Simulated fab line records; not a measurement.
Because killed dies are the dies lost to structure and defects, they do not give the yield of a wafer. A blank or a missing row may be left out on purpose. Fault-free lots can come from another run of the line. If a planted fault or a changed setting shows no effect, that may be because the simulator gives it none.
fab line records    flow sky130    part 1 of 2: steps 1 to 41 of 42
[record] lots = 6  wafers = 18  lastDay = 50
route steps=708 shown POLY_CUT@317 SD_P@320 RES_XHIGH@332 SD_N@342 PAD_OPEN@708
lots that met no fault: taken from a fault-free run of the same line
startH: hours from the record's opening day to when the first of the lot's shown wafers began    waitH: hours from the lot's prior step to this one    " same as the row above    L1.1+2: a row that stands for several wafers    - either no value or no given start    * or withheld: withheld    < > ~ a bound
route shown NAME@n: NAME is a module with steps in the file, n the number in the route of the first one    usual: mean/standard deviation of fault-free wafers    same: alike in all rows    chamber/n: place in a boat    sites: the reading at each site    _std_site: their standard deviation    _edge_site: outer sites' mean less inner sites'    radiusMm: how far each site lies from the wafer's centre    mask NAME#n: copy n    behind: the tool/chamber that last shaped the wafer    hold: cause of the lot's hold/its duration in hours/its outcome    device: transistor that didn't switch, given as n, p or np    end of line: tests run on the same wafers once the route is complete    a step given without rows: its recipe and nothing more    killed: the dies lost at the first sort to structure and to defects; this is not the yield of the wafer    map: per-die view of a wafer (x killed, . not killed, _ where there is no die)
set.NAME: the setting that was run; set.NAME@STEP: the one run at that earlier step    model.NAME: the simulator's own value behind a step, which no gauge read
lots at some steps of the route; a table a step, a row a wafer
services: the hour from which a tool's chamber was out of use, counted from the record's first day as startH (under 0 if before that day), plus the number of hours and why
[[steps]]
[step SKY_POLY_CUT_ETCH_10]
[recipe] chemistry = N2/H2  target = BARC  ionEnergyEv = 200  sourceW = 500  biasW = 100  pressureMtorr = 30  n2FlowSccm = 100  h2FlowSccm = 200  stopOn = SiO2  timeS = 45.9  targetDepthA = 600
[usual] chamberPressureMTorr = 30.001/0.029  drypumpMotorCurrentA = 5.7/0.44  h2FlowSccm = 200.0/0.59  oesProductAu = 0.855/0.0049  throttleValvePct = 13.225/0.01
lot.wafer  tool        chamber  startH  waitH  chamberPressureMTorr  drypumpMotorCurrentA  h2FlowSccm  oesProductAu  rfHoursCounterH  throttleValvePct
L520.1     rieDiel-03  2        578.94  0.0    30.046                5.5                   199.2       0.860         14               13.234
L520.2     "           3        "       "      30.042                5.9                   199.2       0.848         6                13.211
L520.6     "           3        "       "      30.009                6.0                   199.6       0.854         -                13.205
L523.3     rieDiel-02  3        601.14  0.0    30.018                5.2                   200.4       0.862         29               13.204
L523.4     "           0        "       "      30.023                6.5                   199.6       0.853         17               13.233
L523.5     "           3        "       "      29.962                5.2                   200.9       0.850         -                13.227
L528.2     rieDiel-01  0        639.19  0.0    29.954                6.1                   199.9       0.853         6                13.224
L528.3     "           1        "       "      29.960                5.8                   200.5       0.861         18               13.242
L528.4     "           2        "       "      30.044                5.8                   200.2       0.853         1                13.211
L534.2     rieDiel-03  0        679.09  0.0    30.055                5.3                   199.9       0.844         10               13.226
L534.4     "           2        "       "      29.963                5.5                   200.7       0.857         16               13.232
L534.6     "           2        "       "      30.027                5.5                   200.4       0.858         -                13.223
L533.1     rieDiel-02  3        679.21  0.0    30.012                5.2                   199.1       0.853         30               13.232
L533.5     "           0        "       "      30.038                6.5                   199.6       0.855         -                13.223
L533.6     "           3        "       "      29.995                5.2                   199.8       0.852         -                13.238
L541.1     rieDiel-02  0        737.34  0.0    30.020                6.5                   199.7       0.858         20               13.216
L541.3     "           2        "       "      30.043                5.5                   200.2       0.851         13               13.226
L541.6     "           3        "       "      30.048                5.2                   200.2       0.850         -                13.232
[step SKY_POLY_CUT_ETCH_11]
[recipe] target = Si3N4  chemistry = CF4/CH2F2/Ar  stopOn = poly-Si  sourceW = 600  biasW = 150  pressureMtorr = 40  cf4FlowSccm = 40  ch2f2FlowSccm = 20  Ar_flow_sccm = 150  timeS = 42.5  targetDepthA = 600
[usual] ch2f2FlowSccm = 20.00/0.062  chamberPressureMTorr = 40.00/0.034  drypumpMotorCurrentA = 5.7/0.44  oesProductAu = 0.830/0.0072  throttleValvePct = 14.994/0.009
lot.wafer  tool        chamber  startH  waitH  ch2f2FlowSccm  chamberPressureMTorr  drypumpMotorCurrentA  oesProductAu  rfHoursCounterH  throttleValvePct
L520.1     rieDiel-03  2        578.98  0.0    19.95          39.97                 5.5                   0.827         14               15.001
L520.2     "           3        "       "      20.06          40.02                 5.9                   0.825         6                14.988
L520.6     "           3        "       "      19.97          40.02                 6.0                   0.824         -                15.010
L523.3     rieDiel-02  3        601.18  0.0    19.99          39.94                 5.2                   0.823         29               14.991
L523.4     "           0        "       "      20.00          39.97                 6.6                   0.815         17               15.007
L523.5     "           3        "       "      20.06          40.06                 5.2                   0.817         -                14.988
L528.2     rieDiel-01  0        639.23  0.0    20.00          39.99                 6.2                   0.832         6                14.989
L528.3     "           1        "       "      20.07          40.00                 5.7                   0.833         18               14.978
L528.4     "           2        "       "      19.88          40.00                 5.8                   0.831         1                15.010
L534.2     rieDiel-03  0        679.13  0.0    20.01          39.99                 5.3                   0.820         10               14.997
L534.4     "           2        "       "      19.97          39.97                 5.4                   0.825         16               14.987
L534.6     "           2        "       "      20.06          39.98                 5.4                   0.822         -                15.005
L533.1     rieDiel-02  3        679.25  0.0    20.09          39.97                 5.2                   0.841         30               14.990
L533.5     "           0        "       "      20.01          40.03                 6.5                   0.833         -                14.982
L533.6     "           3        "       "      20.03          39.97                 5.2                   0.841         -                14.992
L541.1     rieDiel-02  0        737.38  0.0    19.96          40.02                 6.5                   0.825         20               14.988
L541.3     "           2        "       "      20.00          40.00                 5.5                   0.833         13               14.997
L541.6     "           3        "       "      20.02          39.97                 5.2                   0.831         -                14.993
[step SKY_POLY_CUT_STRIP_12]
[recipe] chemistry = O2/N2  powerW = 1400  pressureMtorr = 1500  platenTempC = withheld  o2FlowSccm = 3000  n2FlowSccm = 300  overashFraction = 0.5
[usual] chamberPressureMTorr = 1499.9/1.5  drypumpMotorCurrentA = 5.8/0.45  oesProductAu = 0.452/0.0043  stripTimeToEndpointS = 5.357/0.017
lot.wafer  tool            chamber  startH  waitH  chamberPressureMTorr  drypumpMotorCurrentA  oesProductAu  rfHoursCounterH  stripTimeToEndpointS
L520.1     plasmaAsher-04  1        579.02  0.0    1498.4                6.0                   0.459         75               5.369
L520.2     "               0        "       "      1498.5                5.8                   0.450         75               5.393
L520.6     "               1        "       "      1499.8                6.0                   0.455         -                5.363
L523.3     plasmaAsher-02  0        601.26  0.1    1498.5                4.9                   0.446         -                5.373
L523.4     "               1        "       "      1496.9                5.4                   0.452         -                5.336
L523.5     "               1        "       "      1500.1                5.4                   0.455         -                5.385
L528.2     plasmaAsher-01  1        639.27  0.0    1499.8                5.6                   0.449         95               5.362
L528.3     "               0        "       "      1499.4                6.4                   0.455         -                5.375
L528.4     "               1        "       "      1498.6                5.6                   0.455         -                5.386
L534.2     plasmaAsher-02  0        679.17  0.0    1497.4                5.0                   0.449         24               5.361
L534.4     "               0        "       "      1498.6                5.0                   0.452         -                5.328
L534.6     "               0        "       "      1499.0                5.0                   0.456         -                5.352
L533.1     plasmaAsher-04  0        679.29  0.0    1500.4                5.7                   0.447         86               5.347
L533.5     "               1        "       "      1501.9                6.0                   0.456         -                5.361
L533.6     "               0        "       "      1501.1                5.7                   0.455         -                5.348
L541.1     plasmaAsher-04  1        737.42  0.0    1502.6                6.0                   0.453         92               5.334
L541.3     "               0        "       "      1501.4                5.8                   0.454         -                5.307
L541.6     "               0        "       "      1499.1                5.8                   0.457         -                5.339
[step SKY_SD_P_DEHYDRATE_00]
[recipe] tempC = 200  timeS = 60
[step SKY_SD_P_HMDS_01]
[recipe] primeTimeS = 60  primeTempC = 120
[step SKY_SD_P_COAT_02]
[recipe] resist = NOVOLAK  spinRpm = 3000  resistThkNm = 1140
[step SKY_SD_P_SOFTBAKE_03]
[recipe] tempC = 90  timeS = 60  resist = NOVOLAK
[step SKY_SD_P_EXPOSE_04]
[recipe] maskId = PSDM  na = 0.6  sourceShape = conventional  sigmaOuter = 0.6  polarization = unpolarized  targetCdNm = 380  doseMj = 138
[step SKY_SD_P_PEB_05]
[recipe] tempC = withheld  timeS = *  resist = NOVOLAK
[step SKY_SD_P_DEVELOP_06]
[recipe] resist = NOVOLAK  developer = TMAH  developTimeS = 60  devTempC = 23
[step SKY_SD_P_CD_MEAS_07]
[recipe] targetCdNm = 380
[usual] cdNm = 381.0/2.1
lot.wafer  tool      chamber  startH  waitH  cdNm
L520.1     cdSem-02  -        608.38  0.1    382.6
L520.2     "         -        "       "      380.4
L520.6     "         -        "       "      381.6
L523.3     cdSem-01  -        630.39  0.1    378.2
L523.4     "         -        "       "      377.9
L523.5     "         -        "       "      378.2
L528.2     cdSem-02  -        667.50  0.1    380.6
L528.3     "         -        "       "      382.4
L528.4     "         -        "       "      380.3
L534.2     cdSem-02  -        706.25  0.1    378.5
L534.4     "         -        "       "      379.4
L534.6     "         -        "       "      378.2
L533.1     cdSem-02  -        706.79  0.1    379.5
L533.5     "         -        "       "      379.2
L533.6     "         -        "       "      378.8
L541.1     cdSem-02  -        764.48  0.1    378.2
L541.3     "         -        "       "      380.7
L541.6     "         -        "       "      381.6
[step SKY_SD_P_OVL_MEAS_08]
[usual] SD_P_OVL = 0.3/1.4
lot.wafer  tool        chamber  startH  waitH  SD_P_OVL[nm]
L520.1     overlay-01  -        608.50  0.1    -1.8
L520.2     "           -        "       "      -2.6
L520.6     "           -        "       "      -5.0
L523.3     overlay-02  -        630.48  0.1    0.4
L523.4     "           -        "       "      1.1
L523.5     "           -        "       "      -0.9
L528.2     overlay-02  -        667.60  0.1    -0.3
L528.3     "           -        "       "      1.6
L528.4     "           -        "       "      0.4
L534.2     overlay-02  -        706.35  0.1    -1.5
L534.4     "           -        "       "      0.9
L534.6     "           -        "       "      1.4
L533.1     overlay-02  -        706.91  0.1    0.0
L533.5     "           -        "       "      -0.6
L533.6     "           -        "       "      -0.4
L541.1     overlay-01  -        764.60  0.1    -1.0
L541.3     "           -        "       "      -1.2
L541.6     "           -        "       "      -1.5
[step SKY_SD_P_IMPLANT_09]
[recipe] species = BF2  energyKev = 20  doseCm2 = 3e+15  tiltDeg = 0
lot.wafer   tool          chamber  startH  waitH
L520.1+2+6  implanter-03  0        608.53  0.0
L523.3+4+5  implanter-01  0        630.56  0.1
L528.2+3+4  implanter-04  0        667.66  0.0
L534.2+4+6  implanter-03  0        706.41  0.0
L533.1+5+6  implanter-03  0        706.94  0.0
L541.1+3+6  implanter-04  0        764.64  0.0
[step SKY_SD_P_STRIP_10]
[recipe] chemistry = O2/N2  powerW = 1400  pressureMtorr = 1500  platenTempC = withheld  o2FlowSccm = 3000  n2FlowSccm = 300  overashFraction = 0.5
[step SKY_SD_P_TW_MEAS_11]
[usual] SD_P_TW = 2839/15
lot.wafer  tool          chamber  startH  waitH  SD_P_TW
L520.1     filmMetro-01  -        608.78  0.1    2857
L520.2     "             -        "       "      2861
L520.6     "             -        "       "      2884
L523.3     filmMetro-01  -        630.78  0.1    2866
L523.4     "             -        "       "      2860
L523.5     "             -        "       "      2851
L528.2     filmMetro-02  -        667.89  0.1    2817
L528.3     "             -        "       "      2842
L528.4     "             -        "       "      2840
L534.2     filmMetro-02  -        706.64  0.1    2851
L534.4     "             -        "       "      2851
L534.6     "             -        "       "      2839
L533.1     filmMetro-01  -        707.19  0.1    2855
L533.5     "             -        "       "      2859
L533.6     "             -        "       "      2852
L541.1     filmMetro-01  -        764.89  0.1    2863
L541.3     "             -        "       "      2843
L541.6     "             -        "       "      2861
[step SKY_RES_XHIGH_DEHYDRATE_00]
[recipe] tempC = 200  timeS = 60
[step SKY_RES_XHIGH_HMDS_01]
[recipe] primeTimeS = 60  primeTempC = 120
[step SKY_RES_XHIGH_COAT_02]
[recipe] resist = NOVOLAK  spinRpm = 3000  resistThkNm = 1140
[step SKY_RES_XHIGH_SOFTBAKE_03]
[recipe] tempC = 90  timeS = 60  resist = NOVOLAK
[step SKY_RES_XHIGH_EXPOSE_04]
[recipe] maskId = URPM  na = 0.6  sourceShape = conventional  sigmaOuter = 0.6  polarization = unpolarized  targetCdNm = 1270  doseMj = 140
[step SKY_RES_XHIGH_PEB_05]
[recipe] tempC = withheld  timeS = *  resist = NOVOLAK
[step SKY_RES_XHIGH_DEVELOP_06]
[recipe] resist = NOVOLAK  developer = TMAH  developTimeS = 60  devTempC = 23
[step SKY_RES_XHIGH_IMPLANT_07]
[recipe] species = BF2  energyKev = 20  doseCm2 = 3.6e+14  tiltDeg = 0
[step SKY_RES_XHIGH_STRIP_08]
[recipe] chemistry = O2/N2  powerW = 1400  pressureMtorr = 1500  platenTempC = withheld  o2FlowSccm = 3000  n2FlowSccm = 300  overashFraction = 0.5
[usual] chamberPressureMTorr = 1499.9/1.2  drypumpMotorCurrentA = 5.6/0.59  oesProductAu = 0.711/0.0042  stripTimeToEndpointS = 14.26/0.037
lot.wafer  tool            chamber  startH  waitH  chamberPressureMTorr  drypumpMotorCurrentA  oesProductAu  rfHoursCounterH  stripTimeToEndpointS
L520.1     plasmaAsher-02  0        637.31  0.1    1499.7                4.9                   0.710         20               14.25
L520.2     "               1        "       "      1500.2                5.4                   0.716         20               14.23
L520.6     "               0        "       "      1500.3                4.9                   0.706         -                14.23
L523.3     plasmaAsher-03  0        658.91  0.1    1498.4                4.9                   0.703         -                14.26
L523.4     "               1        "       "      1499.5                6.3                   0.714         -                14.26
L523.5     "               1        "       "      1500.7                6.3                   0.710         -                14.27
L528.2     plasmaAsher-02  1        695.99  0.1    1501.1                5.4                   0.705         26               14.27
L528.3     "               1        "       "      1498.4                5.4                   0.712         -                14.24
L528.4     "               0        "       "      1500.2                4.9                   0.708         -                14.24
L534.2     plasmaAsher-02  1        733.59  0.1    1499.1                5.4                   0.719         29               14.24
L534.4     "               1        "       "      1501.6                5.4                   0.712         -                14.21
L534.6     "               1        "       "      1498.5                5.4                   0.710         -                14.23
L533.1     plasmaAsher-02  1        734.48  0.1    1500.0                5.4                   0.720         30               14.31
L533.5     "               0        "       "      1499.6                4.9                   0.717         -                14.33
L533.6     "               1        "       "      1502.3                5.3                   0.704         -                14.24
L541.1     plasmaAsher-03  0        792.08  0.1    1501.2                4.9                   0.715         65               14.25
L541.3     "               0        "       "      1499.5                4.9                   0.711         -                14.23
L541.6     "               1        "       "      1498.6                6.4                   0.707         -                14.28
[step SKY_RES_XHIGH_TW_MEAS_09]
[usual] RES_XHIGH_TW = 1644/7.9
lot.wafer  tool          chamber  startH  waitH  RES_XHIGH_TW
L520.1     filmMetro-03  -        637.41  0.1    1647
L520.2     "             -        "       "      1647
L520.6     "             -        "       "      1639
L523.3     filmMetro-03  -        659.00  0.1    1641
L523.4     "             -        "       "      1642
L523.5     "             -        "       "      1643
L528.2     filmMetro-02  -        696.10  0.1    1653
L528.3     "             -        "       "      1647
L528.4     "             -        "       "      1647
L534.2     filmMetro-03  -        733.70  0.1    1636
L534.4     "             -        "       "      1636
L534.6     "             -        "       "      1643
L533.1     filmMetro-03  -        734.58  0.1    1641
L533.5     "             -        "       "      1645
L533.6     "             -        "       "      1650
L541.1     filmMetro-01  -        792.18  0.1    1658
L541.3     "             -        "       "      1651
L541.6     "             -        "       "      1657
[step SKY_SD_N_DEHYDRATE_00]
[recipe] tempC = 200  timeS = 60
[step SKY_SD_N_HMDS_01]
[recipe] primeTimeS = 60  primeTempC = 120
[step SKY_SD_N_COAT_02]
[recipe] resist = NOVOLAK  spinRpm = 3000  resistThkNm = 1140
[step SKY_SD_N_SOFTBAKE_03]
[recipe] tempC = 90  timeS = 60  resist = NOVOLAK
[step SKY_SD_N_EXPOSE_04]
[recipe] maskId = NSDM  na = 0.6  sourceShape = conventional  sigmaOuter = 0.6  polarization = unpolarized  targetCdNm = 380  doseMj = 141
[step SKY_SD_N_PEB_05]
[recipe] tempC = withheld  timeS = *  resist = NOVOLAK
[step SKY_SD_N_DEVELOP_06]
[recipe] resist = NOVOLAK  developer = TMAH  developTimeS = 60  devTempC = 23
[step SKY_SD_N_CD_MEAS_07]
[recipe] targetCdNm = 380
[usual] cdNm = 380.8/2.1
lot.wafer  tool      chamber  startH  waitH  cdNm
L520.1     cdSem-02  -        665.91  0.1    375.8
L520.2     "         -        "       "      375.2
L520.6     "         -        "       "      379.4
L523.3     cdSem-01  -        687.00  0.1    380.6
L523.4     "         -        "       "      379.3
L523.5     "         -        "       "      378.4
L528.2     cdSem-01  -        723.73  0.2    383.7
L528.3     "         -        "       "      380.7
L528.4     "         -        "       "      379.2
L534.2     cdSem-01  -        761.32  0.1    380.3
L534.4     "         -        "       "      381.3
L534.6     "         -        "       "      380.6
L533.1     cdSem-02  -        762.13  0.1    380.3
L533.5     "         -        "       "      382.5
L533.6     "         -        "       "      381.7
L541.1     cdSem-01  -        818.25  0.1    379.6
L541.3     "         -        "       "      380.1
L541.6     "         -        "       "      378.3
[step SKY_SD_N_OVL_MEAS_08]
[usual] SD_N_OVL = -0.3/1.3
lot.wafer  tool        chamber  startH  waitH  SD_N_OVL[nm]
L520.1     overlay-01  -        666.03  0.1    0.4
L520.2     "           -        "       "      -1.0
L520.6     "           -        "       "      0.9
L523.3     overlay-01  -        687.10  0.1    -0.4
L523.4     "           -        "       "      -2.5
L523.5     "           -        "       "      -0.1
L528.2     overlay-01  -        723.83  0.1    -0.2
L528.3     "           -        "       "      0.0
L528.4     "           -        "       "      1.4
L534.2     overlay-01  -        761.43  0.1    -0.9
L534.4     "           -        "       "      -0.7
L534.6     "           -        "       "      -0.7
L533.1     overlay-01  -        762.25  0.1    -0.3
L533.5     "           -        "       "      -1.6
L533.6     "           -        "       "      -1.1
L541.1     overlay-01  -        818.37  0.1    0.6
L541.3     "           -        "       "      -0.6
L541.6     "           -        "       "      0.2
[step SKY_SD_N_IMPLANT_09]
[recipe] species = As  energyKev = 50  doseCm2 = 4e+15  tiltDeg = 0
[step SKY_SD_N_IMPLANT_10]
[recipe] species = P  energyKev = 20  doseCm2 = 1e+14  tiltDeg = 0
[step SKY_SD_N_STRIP_11]
[recipe] chemistry = O2/N2  powerW = 1400  pressureMtorr = 1500  platenTempC = withheld  o2FlowSccm = 3000  n2FlowSccm = 300  overashFraction = 0.5
[usual] chamberPressureMTorr = 1500.1/1.2  drypumpMotorCurrentA = 5.8/0.54  oesProductAu = 0.527/0.0049  stripTimeToEndpointS = 22.56/0.041
lot.wafer  tool            chamber  startH  waitH  chamberPressureMTorr  drypumpMotorCurrentA  oesProductAu  rfHoursCounterH  stripTimeToEndpointS
L520.1     plasmaAsher-01  0        666.37  0.1    1500.3                6.4                   0.526         98               22.58
L520.2     "               1        "       "      1498.5                5.6                   0.528         98               22.57
L520.6     "               1        "       "      1498.7                5.6                   0.531         -                22.57
L523.3     plasmaAsher-03  0        687.45  0.1    1499.3                4.9                   0.530         -                22.55
L523.4     "               1        "       "      1500.1                6.3                   0.535         -                22.55
L523.5     "               1        "       "      1501.9                6.3                   0.530         -                22.56
L528.2     plasmaAsher-04  0        724.16  0.1    1498.5                5.8                   0.524         90               22.55
L528.3     "               0        "       "      1501.3                5.7                   0.531         -                22.52
L528.4     "               1        "       "      1500.2                6.0                   0.531         -                22.52
L534.2     plasmaAsher-03  0        761.76  0.1    1500.3                4.9                   0.530         62               22.56
L534.4     "               1        "       "      1497.6                6.3                   0.535         -                22.58
L534.6     "               0        "       "      1498.3                4.9                   0.528         -                22.59
L533.1     plasmaAsher-03  1        762.58  0.1    1501.9                6.4                   0.520         62               22.49
L533.5     "               0        "       "      1498.7                4.9                   0.524         -                22.49
L533.6     "               1        "       "      1499.9                6.3                   0.529         -                22.52
L541.1     plasmaAsher-03  1        818.71  0.1    1501.8                6.3                   0.528         67               22.54
L541.3     "               0        "       "      1502.5                4.9                   0.519         -                22.53
L541.6     "               0        "       "      1501.3                4.9                   0.522         -                22.45
[step SKY_SD_N_TW_MEAS_12]
[usual] SD_N_TW = 3997/23
lot.wafer  tool          chamber  startH  waitH  SD_N_TW
L520.1     filmMetro-01  -        666.49  0.1    3962
L520.2     "             -        "       "      3980
L520.6     "             -        "       "      3972
L523.3     filmMetro-02  -        687.54  0.1    3991
L523.4     "             -        "       "      3978
L523.5     "             -        "       "      3983
L528.2     filmMetro-03  -        724.27  0.1    4005
L528.3     "             -        "       "      4007
L528.4     "             -        "       "      4011
L534.2     filmMetro-02  -        761.87  0.1    4009
L534.4     "             -        "       "      3995
L534.6     "             -        "       "      3991
L533.1     filmMetro-03  -        762.68  0.1    3992
L533.5     "             -        "       "      3992
L533.6     "             -        "       "      4009
L541.1     filmMetro-02  -        818.81  0.1    3989
L541.3     "             -        "       "      3997
L541.6     "             -        "       "      3973
[step SKY_SD_N_CLEAN_13]
[recipe] chemistry = SC1/SC2  mix = 1:4:20  tempC = 70  timeS = 150  dry = n2Spin
[step SKY_SD_N_RTA_14]
[recipe] tempC = 1075  timeS = 2  idleTempC = 650  rampUpCPerS = 150  rampDownCPerS = 90  ambient = N2
[step SKY_SD_N_RS_MEAS_16]
[recipe] thkMeasGauge = four-point-probe
[usual] SD_N_RS = 68.61/0.12
lot.wafer  tool          chamber  startH  waitH  SD_N_RS[ohm/sq]
L520.1     filmMetro-02  -        666.77  0.1    68.62
L520.2     "             -        "       "      68.83
L520.6     "             -        "       "      68.73
L523.3     filmMetro-02  -        687.84  0.1    68.75
L523.4     "             -        "       "      68.65
L523.5     "             -        "       "      68.59
L528.2     filmMetro-02  -        724.57  0.1    68.85
L528.3     "             -        "       "      68.80
L528.4     "             -        "       "      68.99
L534.2     filmMetro-02  -        762.16  0.1    68.71
L534.4     "             -        "       "      68.61
L534.6     "             -        "       "      68.49
L533.1     filmMetro-01  -        762.97  0.1    68.53
L533.5     "             -        "       "      68.45
L533.6     "             -        "       "      68.59
L541.1     filmMetro-01  -        819.09  0.1    68.58
L541.3     "             -        "       "      68.64
L541.6     "             -        "       "      68.81
